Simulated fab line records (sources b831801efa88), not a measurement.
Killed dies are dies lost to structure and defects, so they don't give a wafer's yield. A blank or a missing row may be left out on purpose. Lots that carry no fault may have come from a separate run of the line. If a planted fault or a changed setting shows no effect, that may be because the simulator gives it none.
Which tool was responsible?    flow sfqLine    15 lots with 45 wafers sampled at 4 steps, on a route of 325 steps

== WHAT EACH GAUGE READ, for each wafer ==
No reading from a measuring or inspecting step in the record can be judged against a usual standard deviation.

== WHAT TOOL EACH LOT RAN ON (gives the tool, then ch and the chambers of the sampled wafers, and finally the start) ==
lot   SFQ_TRILAYER_JJ_CE_BARC_OPEN_RIE_150  SFQ_TRILAYER_R5_STRIP_STRIP_140   SFQ_TRILAYER_A5C_DEP_PECVD_142   SFQ_TRILAYER_I5_LITHO_PEB_147
L221  rieMetal-03 ch 0,1, day 55 02:20      rieMetal-02 ch 0,1, day 60 07:37  pecvd-02 ch 0,2, day 60 08:34    lithoTrack-03 ch 0, day 64 18:35
L222  rieMetal-03 ch 0,1, day 55 03:32      rieMetal-04 ch 0, day 64 02:57    pecvd-02 ch 0,1, day 64 03:43    lithoTrack-02 ch 0, day 68 09:15
L224  rieMetal-04 ch 0,1, day 59 14:43      rieMetal-02 ch 0,1, day 64 05:31  pecvd-02 ch 0,1,2, day 64 06:17  lithoTrack-02 ch 0, day 68 12:51
L227  rieMetal-03 ch 0,1, day 64 02:50      rieMetal-02 ch 0, day 64 18:35    pecvd-02 ch 0,2, day 64 19:58    lithoTrack-02 ch 0, day 68 22:27
L229  rieMetal-04 ch 0,1, day 65 12:55      rieMetal-04 ch 0,1, day 66 08:16  pecvd-02 ch 0,2, day 66 09:02    lithoTrack-04, day 69 18:43
L230  rieMetal-03 ch 0,1, day 65 19:02      rieMetal-02 ch 0,1, day 66 11:50  pecvd-01 ch 0,1, day 66 12:37    lithoTrack-02, day 69 22:19
L231  rieMetal-04 ch 1, day 66 02:14        rieMetal-02 ch 0,1, day 69 02:04  pecvd-02 ch 0,2, day 69 02:50    lithoTrack-03, day 71 19:43
L236  rieMetal-03 ch 0,1, day 67 04:47      rieMetal-04 ch 0,1, day 75 18:01  pecvd-01 ch 0,1,2, day 75 18:47  lithoTrack-04 ch 0, day 78 01:28
L237  rieMetal-02 ch 0,1, day 67 09:35      rieMetal-04 ch 0,1, day 76 08:54  pecvd-01 ch 0,2, day 76 09:41    lithoTrack-04 ch 0, day 78 19:34
L238  rieMetal-04 ch 0,1, day 67 17:59      rieMetal-04 ch 0,1, day 76 19:42  pecvd-04 ch 0,2, day 76 20:28    lithoTrack-03 ch 0, day 79 14:54
L239  rieMetal-02 ch 0,1, day 69 06:07      rieMetal-04 ch 0,1, day 77 07:42  pecvd-04 ch 0,2, day 77 08:28    lithoTrack-04 ch 0, day 80 10:49
L240  rieMetal-03 ch 0,1, day 69 17:50      rieMetal-01 ch 0,1, day 78 05:30  pecvd-01 ch 0,2, day 78 06:17    lithoTrack-02 ch 0, day 80 19:22
L242  rieMetal-02 ch 0,1, day 70 17:50      rieMetal-04 ch 0,1, day 79 06:50  pecvd-04 ch 0,1,2, day 79 07:36  lithoTrack-03 ch 0, day 82 12:36
L243  rieMetal-04 ch 0,1, day 71 01:02      rieMetal-01 ch 0,1, day 79 16:33  pecvd-04 ch 0,1,2, day 79 17:20  lithoTrack-04 ch 0, day 82 22:10
L244  rieMetal-03 ch 0,1, day 71 09:26      rieMetal-01 ch 0,1, day 79 18:57  pecvd-02 ch 1,2, day 79 19:44    lithoTrack-02 ch 0, day 83 00:34
- SFQ_TRILAYER_JJ_CE_BARC_OPEN_RIE_150: chemistry O2, target BARC, target depth 240 nm, time 80 s.
- SFQ_TRILAYER_R5_STRIP_STRIP_140: strips in O2.
- SFQ_TRILAYER_A5C_DEP_PECVD_142: deposits SiO2 from SiH4/N2O, time 15.556 s, target thk 70 nm.
- SFQ_TRILAYER_I5_LITHO_PEB_147: peb time 59.16 s.

== AS READ BY THE TOOLS THEMSELVES (means over the sampled wafers that have a number; for cases with no such wafer, the mark the record gives instead) ==
SFQ_TRILAYER_JJ_CE_BARC_OPEN_RIE_150. Usual: drypumpMotorCurrentA 5.8 A, standard deviation 0.43; heBacksideLeakSccm 3.6 sccm, standard deviation 0.38; oesProductAu 0.538 a.u., standard deviation 0.0048.
lot   tool         drypumpMotorCurrentA (A)  heBacksideLeakSccm (sccm)  oesProductAu (a.u.)  flag
L221  rieMetal-03  6.1                       3.7                        0.534                
L222  rieMetal-03  6.3                       3.6                        0.542                
L224  rieMetal-04  5.9                       3.4                        0.540                
L227  rieMetal-03  6.1                       3.8                        0.537                
L229  rieMetal-04  5.9                       3.3                        0.538                
L230  rieMetal-03  6.3                       3.7                        0.538                
L231  rieMetal-04  6.0                       3.6                        0.542                
L236  rieMetal-03  6.3                       3.7                        0.532                
L237  rieMetal-02  5.2                       3.4                        0.539                
L238  rieMetal-04  5.9                       3.6                        0.537                
L239  rieMetal-02  5.2                       3.5                        0.543                
L240  rieMetal-03  6.1                       3.8                        0.536                
L242  rieMetal-02  5.2                       3.4                        0.541                
L243  rieMetal-04  5.9                       3.5                        0.540                
L244  rieMetal-03  6.3                       3.8                        0.540                

SFQ_TRILAYER_R5_STRIP_STRIP_140. Usual: drypumpMotorCurrentA 5.7 A, standard deviation 0.37; heBacksideLeakSccm 3.53 sccm, standard deviation 0.29; oesProductAu 1.001 a.u., standard deviation 0.011.
lot   tool         drypumpMotorCurrentA (A)  heBacksideLeakSccm (sccm)  oesProductAu (a.u.)  flag
L221  rieMetal-02  5.2                       3.39                       0.994                
L222  rieMetal-04  5.8                       3.50                       1.009                
L224  rieMetal-02  5.3                       3.59                       0.987                
L227  rieMetal-02  5.1                       3.40                       0.988                
L229  rieMetal-04  5.9                       3.54                       1.011                
L230  rieMetal-02  5.3                       3.48                       0.995                
L231  rieMetal-02  5.3                       3.44                       0.984                
L236  rieMetal-04  5.9                       3.42                       1.007                
L237  rieMetal-04  5.9                       3.62                       1.004                
L238  rieMetal-04  5.9                       3.52                       1.016                
L239  rieMetal-04  5.9                       3.61                       1.010                
L240  rieMetal-01  6.0                       3.57                       1.013                
L242  rieMetal-04  5.9                       3.49                       1.009                
L243  rieMetal-01  6.1                       3.59                       1.001                
L244  rieMetal-01  6.1                       3.72                       0.998                

SFQ_TRILAYER_A5C_DEP_PECVD_142. Usual: heaterPowerOuterW 29 W, standard deviation 4.8; heaterPowerW 79 W, standard deviation 8.1; throttleValvePct 24.2 %, standard deviation 1.2.
lot   tool      heaterPowerOuterW (W)  heaterPowerW (W)  throttleValvePct (%)  flag
L221  pecvd-02  32                     87                23.7                  
L222  pecvd-02  31                     85                23.5                  
L224  pecvd-02  31                     86                23.3                  
L227  pecvd-02  30                     83                24.0                  
L229  pecvd-02  32                     86                24.2                  
L230  pecvd-01  25                     73                23.7                  
L231  pecvd-02  25                     77                24.5                  
L236  pecvd-01  28                     78                24.2                  
L237  pecvd-01  27                     78                24.4                  
L238  pecvd-04  26                     73                24.1                  
L239  pecvd-04  28                     73                24.3                  
L240  pecvd-01  29                     81                24.4                  
L242  pecvd-04  28                     75                25.1                  
L243  pecvd-04  29                     76                25.0                  
L244  pecvd-02  31                     87                23.6                  

SFQ_TRILAYER_I5_LITHO_PEB_147. Usual: chillPlateTempC 23.01 C, standard deviation 0.12; exhaustPa 45.0 Pa, standard deviation 0.95.
lot   tool           chillPlateTempC (C)  exhaustPa (Pa)  flag
L221  lithoTrack-03  22.88                45.5            
L222  lithoTrack-02  23.03                45.6            
L224  lithoTrack-02  23.11                44.6            
L227  lithoTrack-02  23.28                45.1            
L229  lithoTrack-04  -                    -               OFF
L230  lithoTrack-02  -                    -               OFF
L231  lithoTrack-03  -                    -               OFF
L236  lithoTrack-04  22.95                44.2            
L237  lithoTrack-04  22.98                43.3            
L238  lithoTrack-03  23.13                46.1            
L239  lithoTrack-04  23.06                45.1            
L240  lithoTrack-02  22.97                45.2            
L242  lithoTrack-03  22.89                44.3            
L243  lithoTrack-04  23.06                45.9            
L244  lithoTrack-02  22.80                45.0            

== THE ANSWER, worked out from the rows above alone ==
Rule: a lot is off if the mean of its wafers that have a number lies more than 3 standard deviations from the usual mean. Also off: a lot with no number at a reading for which 4 or more lots have one. The other lots that the step has rows for count as sound. After the gauges, taken in route order, come the tools' own readings; for these a lot's mean is taken, as printed above. The first step at which some lot is off is used, and at that step the reading that is off furthest; a lot without a number counts as furthest.
Off: L229, L230, L231 (SFQ_TRILAYER_I5_LITHO_PEB_147, chillPlateTempC). Without a number there: L229, L230, L231.
If a tool, at that step or one of the process steps before it, ran each lot that is off and ran no sound lot following the first of them, it fits. Of those tried, none fits.

== WHAT WAS PUT IN BY THE SIMULATOR ==
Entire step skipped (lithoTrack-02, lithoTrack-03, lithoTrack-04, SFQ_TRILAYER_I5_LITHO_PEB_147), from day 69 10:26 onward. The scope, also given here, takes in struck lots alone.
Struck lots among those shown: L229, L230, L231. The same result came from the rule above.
